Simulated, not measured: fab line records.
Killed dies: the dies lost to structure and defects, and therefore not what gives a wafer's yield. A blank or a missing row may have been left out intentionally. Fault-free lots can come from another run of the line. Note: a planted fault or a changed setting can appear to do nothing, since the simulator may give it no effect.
fab line records	flow sky130
record: lots: 6	wafers: 18	last-day: 50
route steps=708 shown VIA3@585 METAL4@598 PAD_OPEN@708
lots that met no fault: taken from a fault-free run of the same line
start-h: the number of hours between the record's first day and the start of the first shown wafer of the lot	wait-h: hours elapsed since this lot's preceding step	" unchanged from the row above	L1.1+2: a row that stands for several wafers	- no value, or no start was given	* or withheld: withheld	< > ~ a bound
route shown NAME@n: names a module that has steps shown in the file, with the first one's number in the route	usual: the fault-free wafers' mean and standard deviation	same: alike in all rows	chamber/n: place in a boat	sites: per-site readings	_std_site: the values' standard deviation	_edge_site: outer sites' mean less inner sites'	radius-mm: for every site, how far away it sits from the centre of the wafer	mask NAME#n: copy n	behind: the tool/chamber that last shaped the wafer	hold: cause of the lot's hold/its duration in hours/its outcome	device: whichever transistor did not switch (one of n, p or np)	end of line: the route-end tests of the same wafers	a step without rows: its recipe alone	killed: dies that structure and defects cost at the first sort, which is not the same as the wafer's yield	map: dies across one wafer; x = killed, . = not, _ = none there
set.NAME: the run value of the setting; set.NAME@STEP: its run value at that earlier step	model.NAME: the simulator's own value behind a step, which no gauge read
a table for each step, a row for each wafer; lots at some steps of the route
services: when a tool's chamber went out of use (start-h, in hours from the record's first day, below 0 if earlier), for how many hours, and the reason
== steps ==
step: SKY_VIA3_CD_MEAS_12
recipe: target-cd-nm: 200
usual: cd-nm: 199.6/1.4
lot.wafer	tool	chamber	start-h	wait-h	cd-nm
L887.2	cd-sem-02	-	965.99	-	198.2
L887.3	"	-	"	"	197.9
L887.5	"	-	"	"	198.5
L891.2	cd-sem-01	-	977.38	-	199.9
L891.3	"	-	"	"	200.9
L891.5	"	-	"	"	201.0
L902.2	cd-sem-01	-	1046.94	-	200.4
L902.4	"	-	"	"	199.1
L902.6	"	-	"	"	199.0
L903.3	cd-sem-02	-	1051.70	-	200.3
L903.5	"	-	"	"	198.5
L903.6	"	-	"	"	198.5
L907.1	cd-sem-02	-	1068.45	-	201.3
L907.2	"	-	"	"	201.5
L907.3	"	-	"	"	202.7
L906.2	cd-sem-02	-	1073.03	-	200.8
L906.3	"	-	"	"	201.6
L906.4	"	-	"	"	203.2
step: SKY_VIA3_OVL_MEAS_13
usual: VIA3_OVL: 3/6.8
lot.wafer	tool	chamber	start-h	wait-h	VIA3_OVL[nm]
L887.2	overlay-01	-	966.10	0.1	-1
L887.3	"	-	"	"	4
L887.5	"	-	"	"	1
L891.2	overlay-02	-	977.49	0.1	0
L891.3	"	-	"	"	-1
L891.5	"	-	"	"	-6
L902.2	overlay-02	-	1047.05	0.1	7
L902.4	"	-	"	"	8
L902.6	"	-	"	"	5
L903.3	overlay-01	-	1051.80	0.1	1
L903.5	"	-	"	"	2
L903.6	"	-	"	"	6
L907.1	overlay-01	-	1068.57	0.1	2
L907.2	"	-	"	"	10
L907.3	"	-	"	"	5
L906.2	overlay-01	-	1073.14	0.1	7
L906.3	"	-	"	"	7
L906.4	"	-	"	"	9
step: SKY_VIA3_ETCH_14
recipe: chemistry: N2/H2	target: BARC	ion-energy-ev: 200	source-w: 500	bias-w: 100	pressure-mtorr: 30	n2-flow-sccm: 100	h2-flow-sccm: 200	stop-on: SiO2	time-s: 45.9	target-depth-a: 600
usual: drypump-motor-current-A: 5.79/0.22	oes-product-au: 0.855/0.0047	throttle-valve-pct: 13.225/0.0087
same: time-s: 45.9
lot.wafer	tool	chamber	start-h	wait-h	drypump-motor-current-A	oes-product-au	rf-hours-counter-h	throttle-valve-pct
L887.2	rie-diel-03	3	966.13	0.0	5.75	0.853	11	13.217
L887.3	"	0	"	"	6.01	0.862	3	13.221
L887.5	"	0	"	"	6.00	0.854	-	13.229
L891.2	rie-diel-01	0	977.52	0.0	5.43	0.858	19	13.217
L891.3	"	2	"	"	5.98	0.856	15	13.239
L891.5	"	2	"	"	5.98	0.856	-	13.228
L902.2	rie-diel-03	0	1047.08	0.0	6.01	0.854	6	13.230
L902.4	"	3	"	"	5.76	0.853	-	13.220
L902.6	"	0	"	"	6.01	0.855	-	13.231
L903.3	rie-diel-03	2	1051.82	0.0	5.68	0.848	13	13.229
L903.5	"	0	"	"	6.01	0.849	-	13.228
L903.6	"	1	"	"	5.56	0.859	-	13.221
L907.1	rie-diel-03	3	1068.60	0.0	5.79	0.857	14	13.223
L907.2	"	0	"	"	6.00	0.849	6	13.235
L907.3	"	1	"	"	5.52	0.860	17	13.229
L906.2	rie-diel-04	1	1073.17	0.0	6.05	0.853	21	13.225
L906.3	"	3	"	"	5.58	0.854	10	13.230
L906.4	"	0	"	"	5.81	0.855	3	13.217
step: SKY_VIA3_ETCH_15
recipe: target: SiO2	chemistry: C4F8/O2/Ar	target-depth-nm: 507	stop-on: TiN	mask-material: KrF-thick	source-w: 1500	bias-w: 1200	pressure-mtorr: 40	c4f8-flow-sccm: withheld	O2_flow_sccm: 6	Ar_flow_sccm: 300	time-s: 78
usual: oes-product-au: 0.945/0.0044
same: time-s: 78
lot.wafer	tool	chamber	start-h	wait-h	oes-product-au	rf-hours-counter-h
L887.2	rie-diel-03	3	966.17	0.0	0.949	11
L887.3	"	0	"	"	0.943	3
L887.5	"	0	"	"	0.946	-
L891.2	rie-diel-01	0	977.56	0.0	0.939	19
L891.3	"	2	"	"	0.937	15
L891.5	"	2	"	"	0.944	-
L902.2	rie-diel-03	0	1047.12	0.0	0.945	6
L902.4	"	3	"	"	0.946	-
L902.6	"	0	"	"	0.940	-
L903.3	rie-diel-03	2	1051.86	0.0	0.944	13
L903.5	"	0	"	"	0.940	-
L903.6	"	1	"	"	0.946	-
L907.1	rie-diel-03	3	1068.64	0.0	0.946	14
L907.2	"	0	"	"	0.945	7
L907.3	"	1	"	"	0.945	17
L906.2	rie-diel-04	1	1073.21	0.0	0.949	21
L906.3	"	3	"	"	0.943	10
L906.4	"	0	"	"	0.947	3
step: SKY_VIA3_STRIP_16
recipe: chemistry: O2/N2	power-w: 1400	pressure-mtorr: 1500	platen-temp-c: withheld	o2-flow-sccm: 3000	n2-flow-sccm: 300	overash-fraction: 0.5
step: SKY_VIA3_STRIP_17
recipe: chemistry: post-etch-residue-remover	time-s: 1200	temp-c: 72.5
step: SKY_VIA3_CLEAN_18
recipe: chemistry: IPA	time-s: 180	temp-c: 25
step: SKY_VIA3_CLEAN_19
recipe: chemistry: O3/DIW	dry: n2-spin
step: SKY_VIA3_SPUTTER_20
recipe: material: TiN	target-thk-nm: 20	chamber-pressure-pa: 5	power-w: 4000	time-s: 80
usual: throttle-valve-pct: 29.5/1.1
same: time-s: 80
lot.wafer	tool	chamber	start-h	wait-h	throttle-valve-pct
L887.2	pvd-sputter-02	-	966.82	0.0	29.4
L887.3	"	-	"	"	29.2
L887.5	"	-	"	"	27.4
L891.2	pvd-sputter-02	-	978.21	0.0	27.7
L891.3	"	-	"	"	30.0
L891.5	"	-	"	"	29.8
L902.2	pvd-sputter-03	-	1047.77	0.0	30.3
L902.4	"	-	"	"	29.5
L902.6	"	-	"	"	29.6
L903.3	pvd-sputter-02	-	1052.51	0.0	27.2
L903.5	"	-	"	"	27.5
L903.6	"	-	"	"	29.3
L907.1	pvd-sputter-02	-	1069.30	0.0	30.0
L907.2	"	-	"	"	27.6
L907.3	"	-	"	"	29.2
L906.2	pvd-sputter-01	-	1073.97	0.0	32.1
L906.3	"	-	"	"	29.5
L906.4	"	-	"	"	30.4
step: SKY_VIA3_CVD_21
recipe: material: W	target-thk-nm: 390	time-s: 117.31	temp-c: 400	pressure-torr: 40
usual: heater-power-w: 807/24
same: time-s: 117.31
lot.wafer	tool	chamber	start-h	wait-h	heater-power-w
L887.2	cvd-w-01	0	966.88	0.0	838
L887.3	"	0	"	"	815
L887.5	"	1	"	"	764
L891.2	cvd-w-01	1	978.27	0.0	782
L891.3	"	0	"	"	841
L891.5	"	1	"	"	761
L902.2	cvd-w-02	0	1047.83	0.0	824
L902.4	"	1	"	"	821
L902.6	"	0	"	"	810
L903.3	cvd-w-02	0	1052.62	0.1	793
L903.5	"	1	"	"	802
L903.6	"	0	"	"	806
L907.1	cvd-w-01	0	1069.36	0.0	853
L907.2	"	1	"	"	756
L907.3	"	1	"	"	782
L906.2	cvd-w-02	1	1074.03	0.0	791
L906.3	"	0	"	"	804
L906.4	"	1	"	"	828
step: SKY_VIA3_RS_MEAS_22
recipe: thk-meas-gauge: four-point-probe	reads: W_of_VIA3_CVD_21+TiN_of_VIA3_SPUTTER_20
usual: VIA3_W_RS: 0.2944/0.0025
lot.wafer	tool	chamber	start-h	wait-h	VIA3_W_RS[ohm/sq]
L887.2	film-metro-03	-	967.02	0.1	0.2940
L887.3	"	-	"	"	0.2915
L887.5	"	-	"	"	0.2902
L891.2	film-metro-01	-	978.42	0.1	0.2986
L891.3	"	-	"	"	0.2950
L891.5	"	-	"	"	0.2926
L902.2	film-metro-03	-	1047.97	0.1	0.2935
L902.4	"	-	"	"	0.2986
L902.6	"	-	"	"	0.2967
L903.3	film-metro-01	-	1052.74	0.1	0.2946
L903.5	"	-	"	"	0.2971
L903.6	"	-	"	"	0.2962
L907.1	film-metro-01	-	1069.48	0.1	0.2938
L907.2	"	-	"	"	0.2952
L907.3	"	-	"	"	0.2954
L906.2	film-metro-02	-	1074.17	0.1	0.2970
L906.3	"	-	"	"	0.2964
L906.4	"	-	"	"	0.2927
step: SKY_VIA3_THK_MEAS_23
recipe: thk-meas-gauge: xrf	reads: W_of_VIA3_CVD_21
usual: VIA3_W_THK: 388/4.9
lot.wafer	tool	chamber	start-h	wait-h	VIA3_W_THK[nm]
L887.2	film-metro-03	-	967.13	0.1	389
L887.3	"	-	"	"	391
L887.5	"	-	"	"	396
L891.2	film-metro-01	-	978.53	0.1	378
L891.3	"	-	"	"	385
L891.5	"	-	"	"	386
L902.2	film-metro-03	-	1048.08	0.1	392
L902.4	"	-	"	"	386
L902.6	"	-	"	"	388
L903.3	film-metro-01	-	1052.84	0.1	385
L903.5	"	-	"	"	382
L903.6	"	-	"	"	384
L907.1	film-metro-01	-	1069.60	0.1	386
L907.2	"	-	"	"	389
L907.3	"	-	"	"	385
L906.2	film-metro-02	-	1074.28	0.1	380
L906.3	"	-	"	"	380
L906.4	"	-	"	"	384
step: SKY_VIA3_CMP_24
recipe: stop-on: SiO2	t-overpolish-s: 20	down-force-psi: 3.5	platen-rpm: 60	target-thk-nm: 0	pad-velocity-m-s: 0.94248
usual: motor-current-A: 11.0/1.3	overpolish-run-s: 20.001/0.0094	time-to-endpoint-s: 95/3.2
lot.wafer	tool	chamber	start-h	wait-h	motor-current-A	overpolish-run-s	time-to-endpoint-s
L887.3	cmp-01	3	967.18	0.0	13.1	19.983	92
L887.2	"	0	"	"	9.1	20.004	94
L887.5	"	3	"	"	13.5	19.996	96
L891.2	cmp-02	3	978.63	0.1	11.0	19.999	103
L891.3	"	1	"	"	10.7	20.021	98
L891.5	"	2	"	"	10.1	19.997	101
L902.2	cmp-01	2	1048.13	0.0	11.9	0.044	149
L902.4	"	1	"	"	12.1	19.988	90
L902.6	"	2	"	"	11.7	19.994	93
L903.3	cmp-01	1	1052.93	0.1	12.3	0.035	148
L903.6	"	0	"	"	8.8	19.990	89
L903.5	"	1	"	"	12.2	20.002	94
L907.1	cmp-02	0	1069.66	0.1	10.4	20.013	92
L907.2	"	1	"	"	10.5	19.978	95
L907.3	"	2	"	"	9.5	19.998	91
L906.2	cmp-02	3	1074.33	0.0	11.0	20.011	101
L906.3	"	0	"	"	10.3	20.009	94
L906.4	"	1	"	"	10.7	19.991	96
step: SKY_METAL4_SPUTTER_00
recipe: material: Ti	target-thk-nm: 15	power-w: 3000	time-s: 10	chamber-pressure-pa: 0.4
usual: throttle-valve-pct: 29.5/1.1
same: time-s: 10
lot.wafer	tool	chamber	start-h	wait-h	throttle-valve-pct
L887.2	pvd-sputter-04	-	967.48	0.2	29.0
L887.3	"	-	"	"	30.3
L887.5	"	-	"	"	27.6
L891.2	pvd-sputter-03	-	978.88	0.2	30.1
L891.3	"	-	"	"	31.5
L891.5	"	-	"	"	29.6
L902.4	pvd-sputter-01	-	1048.43	0.1	30.0
L902.6	"	-	"	"	29.5
L903.5	pvd-sputter-04	-	1053.19	0.0	30.4
L903.6	"	-	"	"	29.0
L907.1	pvd-sputter-03	-	1069.96	0.2	30.3
L907.2	"	-	"	"	30.0
L907.3	"	-	"	"	31.2
L906.2	pvd-sputter-04	-	1074.63	0.2	27.6
L906.3	"	-	"	"	30.4
L906.4	"	-	"	"	28.9
step: SKY_PAD_OPEN_PROBE_99
usual: defect-limited-yield: 82.3/1.9	killed_at_M0_to_M3: 44/6.5	killed_at_M4_up: 3.3/1.9	killed-at-contacts: 24/5.3	killed-at-front-end: 15/4.5	killed-at-other: 0.3/0.58	killed-dies: 87/9.3	killed-on-rim: 17/4.2	killed-open: 48/6.6	killed-short: 39/6.1	sort_bin_3_pad_short: 0.9/0.46	sort_bin_5_function: 10.5/1.6	sort_bin_6_memory: 6.3/1.1	sort-n-pass: 405/9.3	sort-yield-pct: 82.3/1.9
same: gross-dies: 492	killed-at-back-side: 0	sort_bin_4_leakage[%]: 0	sort_bin_8_speed[%]: 0
lot.wafer	tool	chamber	start-h	wait-h	defect-limited-yield[%]	killed_at_M0_to_M3	killed_at_M4_up	killed-at-contacts	killed-at-front-end	killed-at-other	killed-dies	killed-on-rim	killed-open	killed-short	sort_bin_3_pad_short[%]	sort_bin_5_function[%]	sort_bin_6_memory[%]	sort-n-pass	sort-yield-pct[%]
L887.2	prober-01	-	1106.78	0.1	84.8	37	6	18	14	0	75	19	39	36	0.2	10.0	5.1	417	84.8
L887.3	prober-01	-	1106.83	0.2	82.5	44	6	19	17	0	86	22	50	36	1.4	10.6	5.5	406	82.5
L887.5	prober-01	-	1106.93	0.2	86.2	35	1	16	16	0	68	11	44	24	0.8	8.3	4.7	424	86.2
L891.2	prober-01	-	1115.84	0.1	82.3	46	0	25	15	1	87	18	52	35	0.4	10.0	7.3	405	82.3
L891.3	prober-01	-	1115.89	0.2	83.1	32	5	30	15	1	83	14	42	41	2.0	8.3	6.5	409	83.1
L891.5	prober-01	-	1115.99	0.2	78.9	53	3	31	17	0	104	24	59	45	1.0	11.2	8.9	388	78.9
L902.2	prober-01	-	1174.93	0.1	0	462	4	18	8	0	492	96	38	46	84.1	10.0	5.9	0	0
L902.4	prober-01	-	1175.03	0.2	82.5	47	3	18	18	0	86	16	45	41	0.8	10.4	6.3	406	82.5
L902.6	prober-01	-	1175.13	0.2	83.5	33	4	25	19	0	81	10	41	40	1.6	8.7	6.1	411	83.5
L903.3	prober-02	-	1177.85	0.2	0	441	4	36	11	0	492	96	44	48	81.9	10.8	7.3	0	0
L903.5	prober-02	-	1177.95	0.2	82.3	36	3	24	21	3	87	18	49	38	0.4	10.2	7.1	405	82.3
L903.6	prober-02	-	1178.00	0.2	81.9	47	5	27	9	1	89	18	48	41	1.6	11.4	5.1	403	81.9
L907.1	prober-02	-	1190.29	0.1	80.9	54	3	23	14	0	94	23	49	45	0	12.4	6.7	398	80.9
L907.2	prober-02	-	1190.34	0.1	81.3	46	3	24	19	0	92	14	48	44	1.6	11.0	6.1	400	81.3
L907.3	prober-02	-	1190.39	0.2	79.3	56	7	23	16	0	102	23	55	47	1.4	12.8	6.5	390	79.3
L906.2	prober-01	-	1192.69	0.1	81.9	44	3	31	11	0	89	18	50	39	0.4	9.6	8.1	403	81.9
L906.3	prober-01	-	1192.74	0.2	84.8	35	5	17	17	1	75	16	47	28	1.2	8.5	5.5	417	84.8
L906.4	prober-01	-	1192.79	0.2	83.3	40	5	29	8	0	82	12	50	32	1.2	9.1	6.3	410	83.3
killed by level:class
L887.2 VIA3:geometric-particle:open=7 LI_CONTACT:geometric-particle:open=6 CONTACT:geometric-particle:open=6 METAL2:geometric-particle:short=6 POLY_GATE:geometric-particle:open=4 LOCAL_INTERCONNECT:geometric-particle:short=4 VIA1:geometric-particle:open=4 VIA1:geometric-particle:short=4
L887.3 VIA1:geometric-particle:open=12 CONTACT:geometric-particle:open=11 POLY_GATE:geometric-particle:short=7 VIA2:geometric-particle:open=6 POLY_GATE:geometric-particle:open=5 METAL2:geometric-particle:short=5 METAL1:geometric-particle:short=5 VIA3:geometric-particle:open=5
L887.5 VIA1:geometric-particle:open=14 CONTACT:geometric-particle:open=8 FIELD_ISO:geometric-particle:short=7 FIELD_ISO:geometric-particle:open=4 LI_CONTACT:geometric-particle:open=4 VIA3:geometric-particle:open=4 VIA1:geometric-particle:short=3 METAL2:geometric-particle:short=3
L891.2 VIA1:geometric-particle:open=12 CONTACT:geometric-particle:open=10 LI_CONTACT:geometric-particle:open=8 VIA2:geometric-particle:open=8 METAL2:geometric-particle:short=6 VIA2:geometric-particle:short=6 FIELD_ISO:geometric-particle:short=4 VIA1:geometric-particle:short=4
L891.3 VIA2:geometric-particle:open=9 CONTACT:geometric-particle:open=8 CONTACT:geometric-particle:short=8 LI_CONTACT:geometric-particle:open=7 FIELD_ISO:geometric-particle:open=5 METAL1:geometric-particle:short=5 VIA1:geometric-particle:short=5 LOCAL_INTERCONNECT:geometric-particle:short=4
L891.5 VIA1:geometric-particle:open=13 CONTACT:geometric-particle:open=11 LI_CONTACT:geometric-particle:open=9 VIA3:geometric-particle:open=8 VIA1:geometric-particle:short=6 FIELD_ISO:geometric-particle:short=5 FIELD_ISO:geometric-particle:open=5 POLY_GATE:geometric-particle:short=5
L902.2 VIA3:area-cmp=408 VIA1:geometric-particle:open=13 METAL2:geometric-particle:short=9 METAL1:geometric-particle:short=7 VIA2:geometric-particle:open=7 FIELD_ISO:geometric-particle:short=6 CONTACT:geometric-particle:short=6 VIA1:geometric-particle:short=6
L902.4 VIA1:geometric-particle:open=12 VIA3:geometric-particle:open=9 VIA1:geometric-particle:short=6 POLY_GATE:geometric-particle:short=5 LI_CONTACT:geometric-particle:open=5 POLY_GATE:geometric-particle:open=4 CONTACT:geometric-particle:open=4 METAL2:geometric-particle:short=4
L902.6 FIELD_ISO:geometric-particle:short=7 LI_CONTACT:geometric-particle:open=7 CONTACT:geometric-particle:open=7 VIA1:geometric-particle:open=6 VIA3:geometric-particle:open=6 METAL2:geometric-particle:short=5 FIELD_ISO:geometric-particle:open=4 CONTACT:geometric-particle:short=4
L903.3 VIA3:area-cmp=400 LOCAL_INTERCONNECT:geometric-particle:short=13 VIA3:geometric-particle:open=8 LI_CONTACT:geometric-particle:open=7 CONTACT:geometric-particle:open=7 CONTACT:geometric-particle:short=6 VIA2:geometric-particle:open=5 VIA1:geometric-particle:open=5
L903.5 POLY_GATE:geometric-particle:short=9 LI_CONTACT:geometric-particle:open=9 VIA1:geometric-particle:open=8 CONTACT:geometric-particle:open=8 VIA1:geometric-particle:short=6 VIA2:geometric-particle:open=6 FIELD_ISO:geometric-particle:open=5 METAL2:geometric-particle:short=5
L903.6 VIA1:geometric-particle:open=12 CONTACT:geometric-particle:open=11 VIA3:geometric-particle:open=7 METAL1:geometric-particle:short=6 VIA1:geometric-particle:short=6 METAL2:geometric-particle:short=5 METAL4:geometric-particle:short=5 LI_CONTACT:geometric-particle:short=4
L907.1 VIA3:geometric-particle:open=11 CONTACT:geometric-particle:open=11 VIA1:geometric-particle:open=8 VIA2:geometric-particle:open=6 VIA1:geometric-particle:short=6 LOCAL_INTERCONNECT:geometric-particle:short=5 METAL3:geometric-particle:short=5 METAL2:geometric-particle:short=5
L907.2 VIA1:geometric-particle:open=11 VIA1:geometric-particle:short=8 METAL2:geometric-particle:short=8 CONTACT:geometric-particle:open=8 LI_CONTACT:geometric-particle:open=6 VIA2:geometric-particle:open=6 CONTACT:geometric-particle:short=5 VIA3:geometric-particle:open=5
L907.3 CONTACT:geometric-particle:open=12 VIA1:geometric-particle:open=12 VIA2:geometric-particle:open=11 METAL1:geometric-particle:short=6 VIA1:geometric-particle:short=6 METAL4:geometric-particle:short=6 FIELD_ISO:geometric-particle:open=5 METAL3:geometric-particle:short=5
L906.2 CONTACT:geometric-particle:open=14 VIA1:geometric-particle:open=9 VIA2:geometric-particle:open=8 FIELD_ISO:geometric-particle:short=5 CONTACT:geometric-particle:short=5 METAL2:geometric-particle:short=5 VIA3:geometric-particle:open=5 LI_CONTACT:geometric-particle:open=4
L906.3 VIA1:geometric-particle:open=10 POLY_GATE:geometric-particle:open=7 CONTACT:geometric-particle:open=7 VIA1:geometric-particle:short=5 VIA3:geometric-particle:open=5 FIELD_ISO:geometric-particle:open=4 LI_CONTACT:geometric-particle:open=3 LOCAL_INTERCONNECT:geometric-particle:short=3
L906.4 CONTACT:geometric-particle:open=16 VIA1:geometric-particle:open=10 LI_CONTACT:geometric-particle:open=6 VIA3:geometric-particle:open=5 CONTACT:geometric-particle:short=4 METAL2:geometric-particle:short=4 VIA2:geometric-particle:open=4 METAL3:geometric-particle:short=4
map L902.2 (x killed, . not)
__________xxxxxxxxxx_________
________xxxxxxxxxxxxxx_______
______xxxxxxxxxxxxxxxxxx_____
_____xxxxxxxxxxxxxxxxxxxx____
____xxxxxxxxxxxxxxxxxxxxxx___
___xxxxxxxxxxxxxxxxxxxxxxxx__
__xxxxxxxxxxxxxxxxxxxxxxxxxx_
_xxxxxxxxxxxxxxxxxxxxxxxxxxxx
_xxxxxxxxxxxxxxxxxxxxxxxxxxxx
_xxxxxxxxxxxxxxxxxxxxxxxxxxxx
_xxxxxxxxxxxxxxxxxxxxxxxxxxxx
_xxxxxxxxxxxxxxxxxxxxxxxxxxxx
_xxxxxxxxxxxxxxxxxxxxxxxxxxxx
_xxxxxxxxxxxxxxxxxxxxxxxxxxxx
_xxxxxxxxxxxxxxxxxxxxxxxxxxxx
__xxxxxxxxxxxxxxxxxxxxxxxxxx_
___xxxxxxxxxxxxxxxxxxxxxxxx__
____xxxxxxxxxxxxxxxxxxxxxx___
_____xxxxxxxxxxxxxxxxxxxx____
______xxxxxxxxxxxxxxxxxx_____
________xxxxxxxxxxxxxx_______
__________xxxxxxxxxx_________
map L903.3 (x killed, . not)
__________xxxxxxxxxx_________
________xxxxxxxxxxxxxx_______
______xxxxxxxxxxxxxxxxxx_____
_____xxxxxxxxxxxxxxxxxxxx____
____xxxxxxxxxxxxxxxxxxxxxx___
___xxxxxxxxxxxxxxxxxxxxxxxx__
__xxxxxxxxxxxxxxxxxxxxxxxxxx_
_xxxxxxxxxxxxxxxxxxxxxxxxxxxx
_xxxxxxxxxxxxxxxxxxxxxxxxxxxx
_xxxxxxxxxxxxxxxxxxxxxxxxxxxx
_xxxxxxxxxxxxxxxxxxxxxxxxxxxx
_xxxxxxxxxxxxxxxxxxxxxxxxxxxx
_xxxxxxxxxxxxxxxxxxxxxxxxxxxx
_xxxxxxxxxxxxxxxxxxxxxxxxxxxx
_xxxxxxxxxxxxxxxxxxxxxxxxxxxx
__xxxxxxxxxxxxxxxxxxxxxxxxxx_
___xxxxxxxxxxxxxxxxxxxxxxxx__
____xxxxxxxxxxxxxxxxxxxxxx___
_____xxxxxxxxxxxxxxxxxxxx____
______xxxxxxxxxxxxxxxxxx_____
________xxxxxxxxxxxxxx_______
__________xxxxxxxxxx_________
== services ==
tool	chamber	start-h	hours	kind
pvd-sputter-04	-	945.60	2.3	repair
rie-diel-04	0	945.94	1.3	repair
rie-diel-03	2	946.78	6.7	repair
cmp-02	-	956.36	0.2	repair
rie-diel-04	0	960.34	-	clean
rie-diel-04	0	960.34	17.5	scheduled-down
rie-diel-04	0	960.34	17.5	vent-cycle
cvd-w-01	1	968.34	4.4	repair
pvd-sputter-01	-	970.62	4.4	repair
cmp-02	-	973.73	4.0	pm
rie-diel-01	2	977.68	33.4	repair
rie-diel-04	-	986.23	0.2	repair
cvd-w-02	-	986.88	0.9	repair
cmp-01	-	989.27	16.3	repair
rie-diel-01	1	992.39	5.0	repair
rie-diel-04	3	1006.74	11.1	repair
pvd-sputter-04	-	1015.79	2.3	repair
cmp-01	-	1027.99	3.7	pm
rie-diel-03	1	1028.00	19.8	repair
cvd-w-01	1	1056.69	10.2	repair
pvd-sputter-02	-	1072.54	1.6	repair
== key ==
first-sign: step: SKY_VIA3_CMP_24	reading: overpolish-run-s	direction: down	sigmas: 99+	usual: 20.001	struck: 0.039
effect: step: SKY_VIA3_CMP_24	reading: time-to-endpoint-s	direction: up	sigmas: 17	usual: *	struck: *
effect: step: SKY_PAD_OPEN_PROBE_99	reading: sort_bin_3_pad_short	direction: up	sigmas: 99+	usual: 0.9	struck: 83.0
more-kills-born-at: SKY_VIA3_CMP_24@cmp-01: 808
met-at SKY_VIA3_CMP_24
struck-wafers L902.2,L903.3
later-rows-left-out L902.2,L903.3
onset-between 967.18 1048.13
fault: kind: process-parameter-drift	tool: cmp-01	chamber: -	onset-h: 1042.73	steps: SKY_VIA3_CMP_24	channel: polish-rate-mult	offset: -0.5	shape: step	end-h: 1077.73	scope: struck-wafers-only
later-rows-left-out: the simulator's readings of these wafers behind a module that went badly wrong aren't trusted and aren't shown, but for the sort
